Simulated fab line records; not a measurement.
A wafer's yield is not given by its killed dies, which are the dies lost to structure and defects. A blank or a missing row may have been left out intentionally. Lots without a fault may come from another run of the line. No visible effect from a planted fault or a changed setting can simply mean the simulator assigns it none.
Chamber matching | flow gf180mcu | GF_CONTACT_CVD_02 on pecvd-04: 3 sister chambers
The step deposits SiO2 from TEOS, target thk 860 nm, time 95.992 s. 6 wafers are shown with their chamber, then 8 later ones without.

== WAFERS, EACH WITH ITS CHAMBER ==
wafer  | chamber | heater power w (W)
L975.3 | 0       | 608
L975.5 | 2       | 588
L979.3 | 0       | 599
L983.2 | 2       | 720
L983.6 | 1       | 551
L990.1 | 1       | 683

== WAFERS WITH NO CHAMBER GIVEN ==
wafer  | heater power w (W)
L990.2 | 628
L990.3 | 544
L993.1 | 599
L993.2 | 668
L993.3 | 611
L994.2 | 513
L994.3 | 642
L994.5 | 666

== CHAMBER TAKEN BY EACH ==
wafer  | from the rows above          | in truth
L990.2 | can't be placed: 1 or 0 or 2 | 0
L990.3 | can't be placed: 0 or 1 or 2 | 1
L993.1 | can't be placed: 0 or 1 or 2 | 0
L993.2 | can't be placed: 2 or 1 or 0 | 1
L993.3 | can't be placed: 1 or 0 or 2 | 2
L994.2 | can't be placed: 0 or 1 or 2 | 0
L994.3 | can't be placed: 2 or 1 or 0 | 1
L994.5 | can't be placed: 2 or 1 or 0 | 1
0 of 8 placed correctly. Cannot be placed on the basis of these rows: 8; the candidates contain the true chamber in 8. Number placed wrongly: 0.
How it was worked out, from the rows above alone: a wafer's distance from a chamber is the root of the sum, over the readings, of the square of ((its reading less the chamber's mean) divided by the reading's scatter). If the next closest chamber is less than 2 further off than the closest, the wafer can't be placed; otherwise it belongs to the closest. A chamber's mean is the mean of its shown wafers. The scatter: the root of (the sum of the squares of (reading less its chamber's mean) over the shown wafers, divided by (wafers less chambers)).
